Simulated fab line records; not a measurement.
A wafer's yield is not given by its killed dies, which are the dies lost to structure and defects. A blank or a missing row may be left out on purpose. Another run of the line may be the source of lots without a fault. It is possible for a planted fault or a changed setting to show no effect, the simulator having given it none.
Tool commonality check :: flow sky130 :: 13 lots and 39 wafers in the sample

== WHAT PROMPTED THE OPENING ==
Of 13 lots, 2 have the reading GATE_OXIDE_TW flagged at SKY_GATE_OXIDE_TW_MEAS_14. No-fault wafers: 222.3, standard deviation 1.3.
Rule: flag the lot when none of its wafers has a number, or when each of its wafers that has one lies beyond 4 standard deviations from that mean. As for the other lots, they are considered sound.

lot: L920
measured: day 14 02:11
on: film-metro-01
GATE_OXIDE_TW, wafer by wafer: 222.0 223.1 222.1
flag: 

lot: L921
measured: day 14 08:17
on: film-metro-04
GATE_OXIDE_TW, wafer by wafer: 224.6 222.1 224.2
flag: 

lot: L922
measured: day 15 22:34
on: film-metro-02
GATE_OXIDE_TW, wafer by wafer: 221.4 221.3 222.2
flag: 

lot: L925
measured: day 16 08:43
on: film-metro-02
GATE_OXIDE_TW, wafer by wafer: 222.5 221.9 222.3
flag: 

lot: L928
measured: day 17 05:05
on: film-metro-02
GATE_OXIDE_TW, wafer by wafer: 219.8 219.9 220.1
flag: 

lot: L929
measured: day 17 18:35
on: film-metro-02
GATE_OXIDE_TW, wafer by wafer: 221.0 222.1 219.8
flag: 

lot: L931
measured: day 18 02:29
on: film-metro-01
GATE_OXIDE_TW, wafer by wafer: 220.9 220.5 220.8
flag: 

lot: L933
measured: day 18 23:15
on: film-metro-04
GATE_OXIDE_TW, wafer by wafer: 224.1 223.9 223.2
flag: 

lot: L935
measured: day 19 08:29
on: film-metro-02
GATE_OXIDE_TW, wafer by wafer: 378.3 377.0 377.4
flag: FLAGGED

lot: L937
measured: day 20 03:43
on: film-metro-02
GATE_OXIDE_TW, wafer by wafer: 378.7 381.0 376.3
flag: FLAGGED

lot: L940
measured: day 20 19:10
on: film-metro-04
GATE_OXIDE_TW, wafer by wafer: 223.4 221.5 223.5
flag: 

lot: L941
measured: day 21 14:05
on: film-metro-04
GATE_OXIDE_TW, wafer by wafer: 222.6 223.2 222.0
flag: 

lot: L942
measured: day 21 16:54
on: film-metro-04
GATE_OXIDE_TW, wafer by wafer: 222.6 223.7 223.6
flag: 
The numbers of the flagged lots are 378.1 on average: +155.8 against the usual, or +99 or more standard deviations.

== TOOL THAT RAN EACH LOT ==
The record keeps 1 process step preceding the reading, out of 708 steps on the route. In each cell: the tool, then ch and the chambers that the sampled wafers went through, then the start.
lot: L920
flag: 
SKY_GATE_OXIDE_IMPLANT_11: implanter-01 ch 0, day 14 01:46

lot: L921
flag: 
SKY_GATE_OXIDE_IMPLANT_11: implanter-01 ch 0, day 14 07:58

lot: L922
flag: 
SKY_GATE_OXIDE_IMPLANT_11: implanter-04 ch 0, day 15 22:13

lot: L925
flag: 
SKY_GATE_OXIDE_IMPLANT_11: implanter-01 ch 0, day 16 08:23

lot: L928
flag: 
SKY_GATE_OXIDE_IMPLANT_11: implanter-03 ch 0, day 17 04:46

lot: L929
flag: 
SKY_GATE_OXIDE_IMPLANT_11: implanter-01 ch 0, day 17 18:16

lot: L931
flag: 
SKY_GATE_OXIDE_IMPLANT_11: implanter-01 ch 0, day 18 02:10

lot: L933
flag: 
SKY_GATE_OXIDE_IMPLANT_11: implanter-04 ch 0, day 18 22:55

lot: L935
flag: FLAGGED
SKY_GATE_OXIDE_IMPLANT_11: implanter-04 ch 0, day 19 08:08

lot: L937
flag: FLAGGED
SKY_GATE_OXIDE_IMPLANT_11: implanter-04 ch 0, day 20 03:22

lot: L940
flag: 
SKY_GATE_OXIDE_IMPLANT_11: implanter-01 ch 0, day 20 18:48

lot: L941
flag: 
SKY_GATE_OXIDE_IMPLANT_11: implanter-03 ch 0, day 21 13:44

lot: L942
flag: 
SKY_GATE_OXIDE_IMPLANT_11: implanter-03 ch 0, day 21 16:33
What the steps here do:
- SKY_GATE_OXIDE_IMPLANT_11
- SKY_GATE_OXIDE_TW_MEAS_14

== FLAGGED AGAINST TOTAL, ONE TOOL AT A TIME (gauges that did the reading follow at the end) ==
step: SKY_GATE_OXIDE_IMPLANT_11
tool: implanter-01
lots run: 6
flagged: 0
share of the flagged lots: none
sound lots run after its first flagged lot: -

step: SKY_GATE_OXIDE_IMPLANT_11
tool: implanter-03
lots run: 3
flagged: 0
share of the flagged lots: none
sound lots run after its first flagged lot: -

step: SKY_GATE_OXIDE_IMPLANT_11
tool: implanter-04
lots run: 4
flagged: 2
share of the flagged lots: all
sound lots run after its first flagged lot: 0

step: SKY_GATE_OXIDE_TW_MEAS_14
tool: film-metro-01
lots run: 2
flagged: 0
share of the flagged lots: none
sound lots run after its first flagged lot: -

step: SKY_GATE_OXIDE_TW_MEAS_14
tool: film-metro-02
lots run: 6
flagged: 2
share of the flagged lots: all
sound lots run after its first flagged lot: 0

step: SKY_GATE_OXIDE_TW_MEAS_14
tool: film-metro-04
lots run: 5
flagged: 0
share of the flagged lots: none
sound lots run after its first flagged lot: -

== WHAT THE TABLE PERMITS ==
implanter-04 at SKY_GATE_OXIDE_IMPLANT_11 and film-metro-02 at SKY_GATE_OXIDE_TW_MEAS_14 are the 2 rows of the table that ran each flagged lot.
- implanter-04 at SKY_GATE_OXIDE_IMPLANT_11: 2 of its 4 lots flagged. A fault beginning between L933 (day 18 22:55), its last sound lot, and L935 (day 19 08:08), its first flagged one, fits the data. Its own readings (dose-ions-cm2, faraday-current-uA) fall more than 4 standard deviations out on all wafers of the flagged lots.
- film-metro-02 at SKY_GATE_OXIDE_TW_MEAS_14: 2 of its 6 lots flagged. A fault beginning between L929 (day 17 18:35), its last sound lot, and L935 (day 19 08:29), its first flagged one, fits the data.
A lot count leaves these 2 tools indistinguishable: every one of them fits a fault beginning at some hour. More lots, or a look at what each step does to the wafer, might.

== WHAT THE SIMULATOR HAD INSERTED ==
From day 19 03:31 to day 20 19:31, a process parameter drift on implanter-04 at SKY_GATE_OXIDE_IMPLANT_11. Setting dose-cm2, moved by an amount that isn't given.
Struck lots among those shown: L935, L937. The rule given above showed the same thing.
